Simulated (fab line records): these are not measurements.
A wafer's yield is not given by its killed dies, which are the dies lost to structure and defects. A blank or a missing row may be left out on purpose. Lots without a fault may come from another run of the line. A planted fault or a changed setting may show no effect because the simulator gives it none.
Which tool did it? -- flow gf180mcu -- 7 lots, 21 wafers sampled, at 3 steps of a route of 602

== WHAT THE GAUGES SHOWED, per wafer ==
GF_V2_THK_MEAS_01.
lot,measured,on,V2_CVD_00_THK (nm)
L324,day 21 21:19,film metro-03,596 601 592
L327,day 22 17:17,film metro-04,607 602 596
L329,day 23 11:08,film metro-03,604 600 592
L331,day 24 08:26,film metro-04,594 594 605
L337,day 26 05:06,film metro-02,607 597 603
L344,day 28 00:45,film metro-02,603 593 606
L346,day 28 14:18,film metro-02,603 606 599

== WHICH TOOL RAN EACH LOT (tool, then ch and the chambers of the sampled wafers, then the start) ==
lot,GF_HV_LDD_DEVELOP_30,GF_V1_SPUTTER_22
L324,"litho track-02 ch 0, day 13 11:01","pvd sputter-01, day 20 17:39"
L327,"litho track-02 ch 0, day 14 05:37","pvd sputter-01, day 21 15:06"
L329,"litho track-03 ch 0, day 14 22:08","pvd sputter-04, day 22 08:59"
L331,"litho track-03 ch 0, day 15 16:44","pvd sputter-04, day 23 06:35"
L337,"litho track-03 ch 0, day 17 15:08","pvd sputter-01, day 25 04:23"
L344,"litho track-02 ch 0, day 19 15:07","pvd sputter-04, day 27 01:17"
L346,"litho track-03 ch 0, day 20 07:31","pvd sputter-02, day 27 15:14"
- GF_HV_LDD_DEVELOP_30: develop time 60 s.
- GF_V1_SPUTTER_22: material TiN, target thk 10 nm, time 40 s.

== THE ANSWER, worked out from the rows above alone ==
Rule: usual is defined by the lots themselves. The widest of any qualifying gaps counts: lots, ordered by their means at a reading, are off when they make up no more than a third of the lots, leave a main group of 4 or more, and stand apart from it by 3 or more times the standard deviation of that group's means. The tables above print the reading to a certain number of digits; a main group whose means all agree to those digits is not used. Also off: a lot with no number at a reading for which 4 or more lots have one. Any other lot the step has rows for is counted as sound.
None of the lots is off at any reading shown; this tells nothing.

== WHAT WAS PUT IN BY THE SIMULATOR ==
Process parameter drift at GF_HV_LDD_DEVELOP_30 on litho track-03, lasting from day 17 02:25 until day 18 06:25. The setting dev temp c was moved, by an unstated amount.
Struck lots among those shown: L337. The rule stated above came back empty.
